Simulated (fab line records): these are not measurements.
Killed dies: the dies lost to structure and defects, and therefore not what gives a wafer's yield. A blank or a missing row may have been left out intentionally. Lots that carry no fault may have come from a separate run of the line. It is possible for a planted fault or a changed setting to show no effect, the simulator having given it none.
fab line records / flow gf180mcu
record lots=14 wafers=42 last-day=34
route steps=602 shown NSD@243 SAB@264 SALICIDE@286
lots that met no fault: taken from a fault-free run of the same line
start-h: hours from the record's opening day to when the first of the lot's shown wafers began / wait-h: how many hours have passed since the lot's step before this one / " as in the row above / L1.1+2: one row covering several wafers at once / - either no value or no given start / * or withheld: withheld / < > ~ a bound
route shown NAME@n: NAME is a module with steps in the file, n the number in the route of the first one / usual: mean/standard deviation taken from wafers without a fault / same: alike in all rows / chamber/n: place in a boat / sites: readings site by site / _std_site: standard deviation across them / _edge_site: inner sites' mean taken away from outer sites' mean / radius-mm: for every site, how far away it sits from the centre of the wafer / mask NAME#n: copy n / behind: the tool/chamber that last shaped the wafer / hold: the reason the lot was held/the length of the hold in hours/how it ended / device: transistor that didn't switch, given as n, p or np / end of line: the tests these same wafers got at the end of their route / step lacking rows: just its recipe / killed: dies lost to structure and defects at the first sort, not the wafer's yield / map: per-die view of a wafer (x killed, . not killed, _ where there is no die)
set.NAME: setting as actually run; set.NAME@STEP: the setting as run at that earlier step / model.NAME: the simulator's own value behind a step, which no gauge read
steps of the route over a sample of lots; a table a step, a row a wafer
services: a tool's chamber out of use, with start hour (start-h, from the record's first day; less than 0 if before it), hours out, and reason
## steps
# step GF_NSD_OVL_MEAS_08
# usual NSD_OVL=-0.1/1.3
lot.wafer=L774.1 tool=overlay-01 chamber=- start-h=298.39 wait-h=0.1 NSD_OVL[nm]=0.9
lot.wafer=L774.2 tool=overlay-01 chamber=- start-h=298.39 wait-h=0.1 NSD_OVL[nm]=1.3
lot.wafer=L774.5 tool=overlay-01 chamber=- start-h=298.39 wait-h=0.1 NSD_OVL[nm]=0.7
lot.wafer=L775.1 tool=overlay-02 chamber=- start-h=302.10 wait-h=0.1 NSD_OVL[nm]=-0.9
lot.wafer=L775.4 tool=overlay-02 chamber=- start-h=302.10 wait-h=0.1 NSD_OVL[nm]=-1.7
lot.wafer=L775.6 tool=overlay-02 chamber=- start-h=302.10 wait-h=0.1 NSD_OVL[nm]=0.0
lot.wafer=L776.1 tool=overlay-02 chamber=- start-h=309.78 wait-h=0.1 NSD_OVL[nm]=-1.3
lot.wafer=L776.3 tool=overlay-02 chamber=- start-h=309.78 wait-h=0.1 NSD_OVL[nm]=0.3
lot.wafer=L776.5 tool=overlay-02 chamber=- start-h=309.78 wait-h=0.1 NSD_OVL[nm]=1.2
lot.wafer=L777.1 tool=overlay-02 chamber=- start-h=317.90 wait-h=0.1 NSD_OVL[nm]=-0.6
lot.wafer=L777.2 tool=overlay-02 chamber=- start-h=317.90 wait-h=0.1 NSD_OVL[nm]=-1.2
lot.wafer=L777.4 tool=overlay-02 chamber=- start-h=317.90 wait-h=0.1 NSD_OVL[nm]=-2.9
lot.wafer=L778.2 tool=overlay-02 chamber=- start-h=326.98 wait-h=0.1 NSD_OVL[nm]=-0.6
lot.wafer=L778.3 tool=overlay-02 chamber=- start-h=326.98 wait-h=0.1 NSD_OVL[nm]=-0.2
lot.wafer=L778.6 tool=overlay-02 chamber=- start-h=326.98 wait-h=0.1 NSD_OVL[nm]=0.7
lot.wafer=L779.2 tool=overlay-02 chamber=- start-h=337.13 wait-h=0.1 NSD_OVL[nm]=-0.4
lot.wafer=L779.4 tool=overlay-02 chamber=- start-h=337.13 wait-h=0.1 NSD_OVL[nm]=-0.6
lot.wafer=L779.6 tool=overlay-02 chamber=- start-h=337.13 wait-h=0.1 NSD_OVL[nm]=-1.1
lot.wafer=L780.1 tool=overlay-02 chamber=- start-h=346.03 wait-h=0.1 NSD_OVL[nm]=1.1
lot.wafer=L780.3 tool=overlay-02 chamber=- start-h=346.03 wait-h=0.1 NSD_OVL[nm]=1.3
lot.wafer=L780.5 tool=overlay-02 chamber=- start-h=346.03 wait-h=0.1 NSD_OVL[nm]=1.4
lot.wafer=L781.1 tool=overlay-02 chamber=- start-h=352.38 wait-h=0.1 NSD_OVL[nm]=-1.7
lot.wafer=L781.2 tool=overlay-02 chamber=- start-h=352.38 wait-h=0.1 NSD_OVL[nm]=-0.6
lot.wafer=L781.5 tool=overlay-02 chamber=- start-h=352.38 wait-h=0.1 NSD_OVL[nm]=2.1
lot.wafer=L782.1 tool=overlay-01 chamber=- start-h=364.63 wait-h=0.1 NSD_OVL[nm]=1.3
lot.wafer=L782.5 tool=overlay-01 chamber=- start-h=364.63 wait-h=0.1 NSD_OVL[nm]=0.7
lot.wafer=L782.6 tool=overlay-01 chamber=- start-h=364.63 wait-h=0.1 NSD_OVL[nm]=0.0
lot.wafer=L785.4 tool=overlay-02 chamber=- start-h=388.97 wait-h=0.1 NSD_OVL[nm]=-1.0
lot.wafer=L785.5 tool=overlay-02 chamber=- start-h=388.97 wait-h=0.1 NSD_OVL[nm]=-1.0
lot.wafer=L785.6 tool=overlay-02 chamber=- start-h=388.97 wait-h=0.1 NSD_OVL[nm]=-0.4
lot.wafer=L786.2 tool=overlay-01 chamber=- start-h=391.58 wait-h=0.1 NSD_OVL[nm]=-0.5
lot.wafer=L786.4 tool=overlay-01 chamber=- start-h=391.58 wait-h=0.1 NSD_OVL[nm]=1.3
lot.wafer=L786.5 tool=overlay-01 chamber=- start-h=391.58 wait-h=0.1 NSD_OVL[nm]=1.7
lot.wafer=L795.1 tool=overlay-02 chamber=- start-h=473.14 wait-h=0.1 NSD_OVL[nm]=0.2
lot.wafer=L795.3 tool=overlay-02 chamber=- start-h=473.14 wait-h=0.1 NSD_OVL[nm]=0.8
lot.wafer=L795.4 tool=overlay-02 chamber=- start-h=473.14 wait-h=0.1 NSD_OVL[nm]=2.2
lot.wafer=L796.1 tool=overlay-02 chamber=- start-h=482.33 wait-h=0.1 NSD_OVL[nm]=-0.9
lot.wafer=L796.3 tool=overlay-02 chamber=- start-h=482.33 wait-h=0.1 NSD_OVL[nm]=1.2
lot.wafer=L796.6 tool=overlay-02 chamber=- start-h=482.33 wait-h=0.1 NSD_OVL[nm]=0.3
lot.wafer=L797.2 tool=overlay-01 chamber=- start-h=491.38 wait-h=0.1 NSD_OVL[nm]=1.4
lot.wafer=L797.3 tool=overlay-01 chamber=- start-h=491.38 wait-h=0.1 NSD_OVL[nm]=0.8
lot.wafer=L797.6 tool=overlay-01 chamber=- start-h=491.38 wait-h=0.1 NSD_OVL[nm]=2.4
# step GF_SAB_CVD_00
# recipe material=SiO2 target-thk-nm=50 precursor=TEOS temp-c=400 time-s=4.9302 rf-w=600
# usual heater-power-w=642/130 susceptor-temp-C=399.98/0.22
lot.wafer=L774.1 tool=pecvd-03 chamber=0 start-h=320.25 wait-h=0.1 heater-power-w=823 susceptor-temp-C=399.86
lot.wafer=L774.2 tool=pecvd-03 chamber=1 start-h=320.25 wait-h=0.1 heater-power-w=483 susceptor-temp-C=399.93
lot.wafer=L774.5 tool=pecvd-03 chamber=2 start-h=320.25 wait-h=0.1 heater-power-w=792 susceptor-temp-C=400.00
lot.wafer=L775.1 tool=pecvd-03 chamber=1 start-h=323.32 wait-h=0.1 heater-power-w=475 susceptor-temp-C=400.13
lot.wafer=L775.4 tool=pecvd-03 chamber=0 start-h=323.32 wait-h=0.1 heater-power-w=832 susceptor-temp-C=400.00
lot.wafer=L775.6 tool=pecvd-03 chamber=2 start-h=323.32 wait-h=0.1 heater-power-w=783 susceptor-temp-C=400.25
lot.wafer=L776.1 tool=pecvd-04 chamber=1 start-h=332.12 wait-h=0.1 heater-power-w=465 susceptor-temp-C=400.04
lot.wafer=L776.3 tool=pecvd-04 chamber=2 start-h=332.12 wait-h=0.1 heater-power-w=711 susceptor-temp-C=400.08
lot.wafer=L776.5 tool=pecvd-04 chamber=2 start-h=332.12 wait-h=0.1 heater-power-w=696 susceptor-temp-C=399.83
lot.wafer=L777.1 tool=pecvd-04 chamber=2 start-h=340.05 wait-h=0.1 heater-power-w=737 susceptor-temp-C=399.73
lot.wafer=L777.2 tool=pecvd-04 chamber=0 start-h=340.05 wait-h=0.1 heater-power-w=628 susceptor-temp-C=400.16
lot.wafer=L777.4 tool=pecvd-04 chamber=2 start-h=340.05 wait-h=0.1 heater-power-w=730 susceptor-temp-C=400.05
lot.wafer=L778.2 tool=pecvd-02 chamber=1 start-h=350.10 wait-h=0.1 heater-power-w=817 susceptor-temp-C=400.14
lot.wafer=L778.3 tool=pecvd-02 chamber=2 start-h=350.10 wait-h=0.1 heater-power-w=721 susceptor-temp-C=399.78
lot.wafer=L778.6 tool=pecvd-02 chamber=1 start-h=350.10 wait-h=0.1 heater-power-w=812 susceptor-temp-C=400.08
lot.wafer=L779.2 tool=pecvd-03 chamber=0 start-h=360.05 wait-h=0.1 heater-power-w=752 susceptor-temp-C=400.02
lot.wafer=L779.4 tool=pecvd-03 chamber=2 start-h=360.05 wait-h=0.1 heater-power-w=840 susceptor-temp-C=400.19
lot.wafer=L779.6 tool=pecvd-03 chamber=1 start-h=360.05 wait-h=0.1 heater-power-w=404 susceptor-temp-C=399.70
lot.wafer=L780.1 tool=pecvd-02 chamber=0 start-h=368.87 wait-h=0.1 heater-power-w=512 susceptor-temp-C=399.82
lot.wafer=L780.3 tool=pecvd-02 chamber=1 start-h=368.87 wait-h=0.1 heater-power-w=753 susceptor-temp-C=400.12
lot.wafer=L780.5 tool=pecvd-02 chamber=0 start-h=368.87 wait-h=0.1 heater-power-w=524 susceptor-temp-C=399.89
lot.wafer=L781.1 tool=pecvd-04 chamber=1 start-h=375.13 wait-h=0.1 heater-power-w=520 susceptor-temp-C=400.14
lot.wafer=L781.2 tool=pecvd-04 chamber=2 start-h=375.13 wait-h=0.1 heater-power-w=741 susceptor-temp-C=399.72
lot.wafer=L781.5 tool=pecvd-04 chamber=1 start-h=375.13 wait-h=0.1 heater-power-w=507 susceptor-temp-C=400.38
lot.wafer=L782.1 tool=pecvd-03 chamber=1 start-h=388.27 wait-h=0.1 heater-power-w=443 susceptor-temp-C=400.20
lot.wafer=L782.5 tool=pecvd-03 chamber=1 start-h=388.27 wait-h=0.1 heater-power-w=447 susceptor-temp-C=400.26
lot.wafer=L782.6 tool=pecvd-03 chamber=2 start-h=388.27 wait-h=0.1 heater-power-w=795 susceptor-temp-C=400.06
lot.wafer=L785.4 tool=pecvd-03 chamber=2 start-h=413.21 wait-h=0.0 heater-power-w=725 susceptor-temp-C=399.87
lot.wafer=L785.5 tool=pecvd-03 chamber=1 start-h=413.21 wait-h=0.0 heater-power-w=442 susceptor-temp-C=399.87
lot.wafer=L785.6 tool=pecvd-03 chamber=0 start-h=413.21 wait-h=0.0 heater-power-w=666 susceptor-temp-C=399.99
lot.wafer=L786.2 tool=pecvd-04 chamber=1 start-h=416.02 wait-h=0.1 heater-power-w=426 susceptor-temp-C=400.07
lot.wafer=L786.4 tool=pecvd-04 chamber=2 start-h=416.02 wait-h=0.1 heater-power-w=726 susceptor-temp-C=399.42
lot.wafer=L786.5 tool=pecvd-04 chamber=0 start-h=416.02 wait-h=0.1 heater-power-w=624 susceptor-temp-C=400.03
lot.wafer=L795.1 tool=pecvd-04 chamber=0 start-h=497.32 wait-h=0.1 heater-power-w=608 susceptor-temp-C=399.86
lot.wafer=L795.3 tool=pecvd-04 chamber=2 start-h=497.32 wait-h=0.1 heater-power-w=699 susceptor-temp-C=399.69
lot.wafer=L795.4 tool=pecvd-04 chamber=1 start-h=497.32 wait-h=0.1 heater-power-w=502 susceptor-temp-C=399.77
lot.wafer=L796.1 tool=pecvd-02 chamber=2 start-h=506.63 wait-h=0.1 heater-power-w=700 susceptor-temp-C=399.90
lot.wafer=L796.3 tool=pecvd-02 chamber=0 start-h=506.63 wait-h=0.1 heater-power-w=484 susceptor-temp-C=400.41
lot.wafer=L796.6 tool=pecvd-02 chamber=2 start-h=506.63 wait-h=0.1 heater-power-w=700 susceptor-temp-C=400.21
lot.wafer=L797.2 tool=pecvd-03 chamber=0 start-h=516.93 wait-h=0.1 heater-power-w=723 susceptor-temp-C=399.83
lot.wafer=L797.3 tool=pecvd-03 chamber=1 start-h=516.93 wait-h=0.1 heater-power-w=496 susceptor-temp-C=400.10
lot.wafer=L797.6 tool=pecvd-03 chamber=0 start-h=516.93 wait-h=0.1 heater-power-w=735 susceptor-temp-C=399.96
# step GF_SAB_EXPOSE_06
# recipe mask-id=SAB target-cd-nm=420 na=0.6 source-shape=conventional sigma-outer=0.6 dose-mj=140
# usual exposure-dose-mJ-cm2=139.92/0.16 focus-offset-nm=0.0/0.47
lot.wafer=L774.1 tool=iline-stepper-01 chamber=0 start-h=331.11 wait-h=- mask=SAB#0 exposure-dose-mJ-cm2=139.91 focus-offset-nm=0.0
lot.wafer=L774.2 tool=iline-stepper-01 chamber=0 start-h=331.11 wait-h=- mask=SAB#0 exposure-dose-mJ-cm2=139.89 focus-offset-nm=0.5
lot.wafer=L774.5 tool=iline-stepper-01 chamber=0 start-h=331.11 wait-h=- mask=SAB#0 exposure-dose-mJ-cm2=139.83 focus-offset-nm=0.3
lot.wafer=L775.1 tool=iline-stepper-01 chamber=0 start-h=334.18 wait-h=- mask=SAB#0 exposure-dose-mJ-cm2=139.79 focus-offset-nm=0.1
lot.wafer=L775.4 tool=iline-stepper-01 chamber=0 start-h=334.18 wait-h=- mask=SAB#0 exposure-dose-mJ-cm2=139.67 focus-offset-nm=-0.2
lot.wafer=L775.6 tool=iline-stepper-01 chamber=0 start-h=334.18 wait-h=- mask=SAB#0 exposure-dose-mJ-cm2=139.71 focus-offset-nm=-0.4
lot.wafer=L776.1 tool=iline-stepper-01 chamber=0 start-h=342.54 wait-h=- mask=SAB#0 exposure-dose-mJ-cm2=139.92 focus-offset-nm=-0.3
lot.wafer=L776.3 tool=iline-stepper-01 chamber=0 start-h=342.54 wait-h=- mask=SAB#0 exposure-dose-mJ-cm2=139.80 focus-offset-nm=0.0
lot.wafer=L776.5 tool=iline-stepper-01 chamber=0 start-h=342.54 wait-h=- mask=SAB#0 exposure-dose-mJ-cm2=139.94 focus-offset-nm=-0.2
lot.wafer=L777.1 tool=iline-stepper-01 chamber=0 start-h=351.54 wait-h=- mask=SAB#0 exposure-dose-mJ-cm2=139.94 focus-offset-nm=0.6
lot.wafer=L777.2 tool=iline-stepper-01 chamber=0 start-h=351.54 wait-h=- mask=SAB#0 exposure-dose-mJ-cm2=139.99 focus-offset-nm=0.5
lot.wafer=L777.4 tool=iline-stepper-01 chamber=0 start-h=351.54 wait-h=- mask=SAB#0 exposure-dose-mJ-cm2=139.90 focus-offset-nm=0.7
lot.wafer=L778.2 tool=iline-stepper-01 chamber=0 start-h=361.36 wait-h=- mask=SAB#0 exposure-dose-mJ-cm2=139.97 focus-offset-nm=0.1
lot.wafer=L778.3 tool=iline-stepper-01 chamber=0 start-h=361.36 wait-h=- mask=SAB#0 exposure-dose-mJ-cm2=139.93 focus-offset-nm=-1.5
lot.wafer=L778.6 tool=iline-stepper-01 chamber=0 start-h=361.36 wait-h=- mask=SAB#0 exposure-dose-mJ-cm2=139.74 focus-offset-nm=0.1
lot.wafer=L779.2 tool=iline-stepper-02 chamber=0 start-h=371.21 wait-h=- mask=SAB#0 exposure-dose-mJ-cm2=140.00 focus-offset-nm=0.2
lot.wafer=L779.4 tool=iline-stepper-02 chamber=0 start-h=371.21 wait-h=- mask=SAB#0 exposure-dose-mJ-cm2=140.02 focus-offset-nm=0.1
lot.wafer=L779.6 tool=iline-stepper-02 chamber=0 start-h=371.21 wait-h=- mask=SAB#0 exposure-dose-mJ-cm2=140.01 focus-offset-nm=0.2
lot.wafer=L780.1 tool=iline-stepper-02 chamber=0 start-h=379.63 wait-h=- mask=SAB#0 exposure-dose-mJ-cm2=139.86 focus-offset-nm=0.3
lot.wafer=L780.3 tool=iline-stepper-02 chamber=0 start-h=379.63 wait-h=- mask=SAB#0 exposure-dose-mJ-cm2=139.95 focus-offset-nm=0.3
lot.wafer=L780.5 tool=iline-stepper-02 chamber=0 start-h=379.63 wait-h=- mask=SAB#0 exposure-dose-mJ-cm2=139.78 focus-offset-nm=0.8
lot.wafer=L781.1 tool=iline-stepper-02 chamber=0 start-h=386.48 wait-h=- mask=SAB#0 exposure-dose-mJ-cm2=140.05 focus-offset-nm=0.5
lot.wafer=L781.2 tool=iline-stepper-02 chamber=0 start-h=386.48 wait-h=- mask=SAB#0 exposure-dose-mJ-cm2=140.18 focus-offset-nm=-0.1
lot.wafer=L781.5 tool=iline-stepper-02 chamber=0 start-h=386.48 wait-h=- mask=SAB#0 exposure-dose-mJ-cm2=140.11 focus-offset-nm=-0.3
lot.wafer=L782.1 tool=iline-stepper-02 chamber=0 start-h=399.91 wait-h=- mask=SAB#0 exposure-dose-mJ-cm2=139.82 focus-offset-nm=-0.4
lot.wafer=L782.5 tool=iline-stepper-02 chamber=0 start-h=399.91 wait-h=- mask=SAB#0 exposure-dose-mJ-cm2=139.73 focus-offset-nm=0.1
lot.wafer=L782.6 tool=iline-stepper-02 chamber=0 start-h=399.91 wait-h=- mask=SAB#0 exposure-dose-mJ-cm2=139.69 focus-offset-nm=0.1
lot.wafer=L785.4 tool=iline-stepper-01 chamber=- start-h=425.17 wait-h=- mask=SAB#0 exposure-dose-mJ-cm2=- focus-offset-nm=-
lot.wafer=L785.5 tool=iline-stepper-01 chamber=- start-h=425.17 wait-h=- mask=SAB#0 exposure-dose-mJ-cm2=- focus-offset-nm=-
lot.wafer=L785.6 tool=iline-stepper-01 chamber=- start-h=425.17 wait-h=- mask=SAB#0 exposure-dose-mJ-cm2=- focus-offset-nm=-
lot.wafer=L786.2 tool=iline-stepper-01 chamber=- start-h=428.16 wait-h=- mask=SAB#0 exposure-dose-mJ-cm2=- focus-offset-nm=-
lot.wafer=L786.4 tool=iline-stepper-01 chamber=- start-h=428.16 wait-h=- mask=SAB#0 exposure-dose-mJ-cm2=- focus-offset-nm=-
lot.wafer=L786.5 tool=iline-stepper-01 chamber=- start-h=428.16 wait-h=- mask=SAB#0 exposure-dose-mJ-cm2=- focus-offset-nm=-
lot.wafer=L795.1 tool=iline-stepper-02 chamber=0 start-h=508.70 wait-h=- mask=SAB#0 exposure-dose-mJ-cm2=139.90 focus-offset-nm=-0.2
lot.wafer=L795.3 tool=iline-stepper-02 chamber=0 start-h=508.70 wait-h=- mask=SAB#0 exposure-dose-mJ-cm2=139.96 focus-offset-nm=-0.7
lot.wafer=L795.4 tool=iline-stepper-02 chamber=0 start-h=508.70 wait-h=- mask=SAB#0 exposure-dose-mJ-cm2=139.94 focus-offset-nm=0.2
lot.wafer=L796.1 tool=iline-stepper-01 chamber=0 start-h=518.55 wait-h=- mask=SAB#0 exposure-dose-mJ-cm2=139.69 focus-offset-nm=0.4
lot.wafer=L796.3 tool=iline-stepper-01 chamber=0 start-h=518.55 wait-h=- mask=SAB#0 exposure-dose-mJ-cm2=139.65 focus-offset-nm=-0.4
lot.wafer=L796.6 tool=iline-stepper-01 chamber=0 start-h=518.55 wait-h=- mask=SAB#0 exposure-dose-mJ-cm2=139.61 focus-offset-nm=-0.6
lot.wafer=L797.2 tool=iline-stepper-01 chamber=0 start-h=528.35 wait-h=- mask=SAB#0 exposure-dose-mJ-cm2=139.91 focus-offset-nm=0.0
lot.wafer=L797.3 tool=iline-stepper-01 chamber=0 start-h=528.35 wait-h=- mask=SAB#0 exposure-dose-mJ-cm2=139.86 focus-offset-nm=0.8
lot.wafer=L797.6 tool=iline-stepper-01 chamber=0 start-h=528.35 wait-h=- mask=SAB#0 exposure-dose-mJ-cm2=139.91 focus-offset-nm=0.0
# step GF_SALICIDE_RTA_08
# recipe temp-c=800 time-s=30 ambient=N2
# usual lamp-power-pct=19.1/1.7 wafer_temp_C_max=803.9/0.85
lot.wafer=L774.1 tool=rtp-anneal-01 chamber=0 start-h=342.65 wait-h=0.0 lamp-power-pct=20.7 wafer_temp_C_max=803.2
lot.wafer=L774.2 tool=rtp-anneal-01 chamber=0 start-h=342.65 wait-h=0.0 lamp-power-pct=20.7 wafer_temp_C_max=803.2
lot.wafer=L774.5 tool=rtp-anneal-01 chamber=0 start-h=342.65 wait-h=0.0 lamp-power-pct=20.7 wafer_temp_C_max=803.8
lot.wafer=L775.1 tool=rtp-anneal-01 chamber=0 start-h=345.66 wait-h=0.0 lamp-power-pct=20.7 wafer_temp_C_max=803.2
lot.wafer=L775.4 tool=rtp-anneal-01 chamber=0 start-h=345.66 wait-h=0.0 lamp-power-pct=20.7 wafer_temp_C_max=803.1
lot.wafer=L775.6 tool=rtp-anneal-01 chamber=0 start-h=345.66 wait-h=0.0 lamp-power-pct=20.7 wafer_temp_C_max=804.5
lot.wafer=L776.1 tool=rtp-anneal-01 chamber=0 start-h=353.81 wait-h=0.0 lamp-power-pct=20.7 wafer_temp_C_max=803.3
lot.wafer=L776.3 tool=rtp-anneal-01 chamber=0 start-h=353.81 wait-h=0.0 lamp-power-pct=20.7 wafer_temp_C_max=803.0
lot.wafer=L776.5 tool=rtp-anneal-01 chamber=0 start-h=353.81 wait-h=0.0 lamp-power-pct=20.7 wafer_temp_C_max=802.9
lot.wafer=L777.1 tool=rtp-anneal-01 chamber=0 start-h=363.47 wait-h=0.0 lamp-power-pct=20.7 wafer_temp_C_max=803.6
lot.wafer=L777.2 tool=rtp-anneal-01 chamber=0 start-h=363.47 wait-h=0.0 lamp-power-pct=20.7 wafer_temp_C_max=805.9
lot.wafer=L777.4 tool=rtp-anneal-01 chamber=0 start-h=363.47 wait-h=0.0 lamp-power-pct=20.7 wafer_temp_C_max=804.3
lot.wafer=L778.2 tool=rtp-anneal-02 chamber=0 start-h=372.92 wait-h=0.0 lamp-power-pct=17.2 wafer_temp_C_max=803.2
lot.wafer=L778.3 tool=rtp-anneal-02 chamber=0 start-h=372.92 wait-h=0.0 lamp-power-pct=17.2 wafer_temp_C_max=803.7
lot.wafer=L778.6 tool=rtp-anneal-02 chamber=0 start-h=372.92 wait-h=0.0 lamp-power-pct=17.2 wafer_temp_C_max=804.7
lot.wafer=L779.2 tool=rtp-anneal-02 chamber=0 start-h=383.57 wait-h=0.0 lamp-power-pct=17.2 wafer_temp_C_max=804.8
lot.wafer=L779.4 tool=rtp-anneal-02 chamber=0 start-h=383.57 wait-h=0.0 lamp-power-pct=17.2 wafer_temp_C_max=805.6
lot.wafer=L779.6 tool=rtp-anneal-02 chamber=0 start-h=383.57 wait-h=0.0 lamp-power-pct=17.2 wafer_temp_C_max=803.2
lot.wafer=L780.1 tool=rtp-anneal-01 chamber=0 start-h=391.74 wait-h=0.0 lamp-power-pct=20.7 wafer_temp_C_max=803.3
lot.wafer=L780.3 tool=rtp-anneal-01 chamber=0 start-h=391.74 wait-h=0.0 lamp-power-pct=20.7 wafer_temp_C_max=803.8
lot.wafer=L780.5 tool=rtp-anneal-01 chamber=0 start-h=391.74 wait-h=0.0 lamp-power-pct=20.7 wafer_temp_C_max=804.1
lot.wafer=L781.1 tool=rtp-anneal-02 chamber=0 start-h=398.56 wait-h=0.0 lamp-power-pct=17.2 wafer_temp_C_max=803.6
lot.wafer=L781.2 tool=rtp-anneal-02 chamber=0 start-h=398.56 wait-h=0.0 lamp-power-pct=17.2 wafer_temp_C_max=805.2
lot.wafer=L781.5 tool=rtp-anneal-02 chamber=0 start-h=398.56 wait-h=0.0 lamp-power-pct=17.2 wafer_temp_C_max=805.4
lot.wafer=L782.1 tool=rtp-anneal-01 chamber=0 start-h=412.45 wait-h=0.0 lamp-power-pct=20.7 wafer_temp_C_max=804.6
lot.wafer=L782.5 tool=rtp-anneal-01 chamber=0 start-h=412.45 wait-h=0.0 lamp-power-pct=20.7 wafer_temp_C_max=803.3
lot.wafer=L782.6 tool=rtp-anneal-01 chamber=0 start-h=412.45 wait-h=0.0 lamp-power-pct=20.7 wafer_temp_C_max=803.4
lot.wafer=L795.1 tool=rtp-anneal-01 chamber=0 start-h=521.66 wait-h=0.0 lamp-power-pct=20.7 wafer_temp_C_max=803.2
lot.wafer=L795.3 tool=rtp-anneal-01 chamber=0 start-h=521.66 wait-h=0.0 lamp-power-pct=20.7 wafer_temp_C_max=803.5
lot.wafer=L795.4 tool=rtp-anneal-01 chamber=0 start-h=521.66 wait-h=0.0 lamp-power-pct=20.7 wafer_temp_C_max=803.2
lot.wafer=L796.1 tool=rtp-anneal-02 chamber=0 start-h=530.85 wait-h=0.0 lamp-power-pct=17.2 wafer_temp_C_max=804.7
lot.wafer=L796.3 tool=rtp-anneal-02 chamber=0 start-h=530.85 wait-h=0.0 lamp-power-pct=17.2 wafer_temp_C_max=804.6
lot.wafer=L796.6 tool=rtp-anneal-02 chamber=0 start-h=530.85 wait-h=0.0 lamp-power-pct=17.2 wafer_temp_C_max=804.5
lot.wafer=L797.2 tool=rtp-anneal-01 chamber=0 start-h=540.65 wait-h=0.0 lamp-power-pct=20.7 wafer_temp_C_max=804.0
lot.wafer=L797.3 tool=rtp-anneal-01 chamber=0 start-h=540.65 wait-h=0.0 lamp-power-pct=20.7 wafer_temp_C_max=804.1
lot.wafer=L797.6 tool=rtp-anneal-01 chamber=0 start-h=540.65 wait-h=0.0 lamp-power-pct=20.7 wafer_temp_C_max=804.2
## services
tool=rtp-anneal-01 chamber=- start-h=364.25 hours=3.3 kind=pm
tool=iline-stepper-02 chamber=- start-h=367.01 hours=1.7 kind=pm
tool=pecvd-03 chamber=- start-h=368.92 hours=14.0 kind=pm
tool=pecvd-03 chamber=0 start-h=368.92 hours=14.0 kind=vent-cycle
tool=pecvd-03 chamber=1 start-h=368.92 hours=14.0 kind=vent-cycle
tool=pecvd-03 chamber=2 start-h=368.92 hours=14.0 kind=vent-cycle
tool=pecvd-03 chamber=0 start-h=382.92 hours=- kind=clean
tool=pecvd-03 chamber=1 start-h=382.92 hours=- kind=clean
tool=pecvd-03 chamber=2 start-h=382.92 hours=- kind=clean
tool=pecvd-04 chamber=- start-h=403.21 hours=1.8 kind=repair
tool=iline-stepper-01 chamber=- start-h=437.08 hours=7.2 kind=repair
tool=iline-stepper-01 chamber=0 start-h=441.64 hours=- kind=calibration
tool=iline-stepper-02 chamber=0 start-h=469.95 hours=- kind=calibration
tool=iline-stepper-02 chamber=- start-h=484.70 hours=4.3 kind=pm
tool=pecvd-02 chamber=- start-h=495.20 hours=2.8 kind=pm
tool=pecvd-04 chamber=- start-h=505.41 hours=1.0 kind=repair
tool=iline-stepper-01 chamber=- start-h=509.49 hours=1.7 kind=pm
tool=rtp-anneal-02 chamber=- start-h=536.59 hours=3.8 kind=pm
## key
first-sign step=GF_SAB_EXPOSE_06 reading=tool-record direction=missing
effect none on later readings
met-at GF_SAB_EXPOSE_06
struck-lots L785,L786
later-rows-left-out L785.4,L785.5,L785.6,L786.2,L786.4,L786.5
sort-left-out L785.4,L785.5,L785.6,L786.2,L786.4,L786.5
tester-left-out L785,L786
not-acting-at GF_NSD_OVL_MEAS_08,GF_SAB_CVD_00,GF_SALICIDE_RTA_08
onset-between 361.36 425.17
fault kind=skipped-step-whole tool=iline-stepper-01 chamber=- onset-h=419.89 steps=GF_SAB_EXPOSE_06 scope=struck-lots-only
# tester-left-out: of these lots the tester's yield and bins aren't shown, on N5 and GAA mostly nor the transistor test; their killed dies are dies lost to structure and defects alone, not to doping, threshold or leakage, so they don't give the yield
# sort-left-out: the simulated sort isn't trusted on such a fault, so these wafers' sort isn't shown, and their yield isn't known
# later-rows-left-out: the simulator's readings of these wafers behind a module that went badly wrong aren't trusted and aren't shown, but for the sort
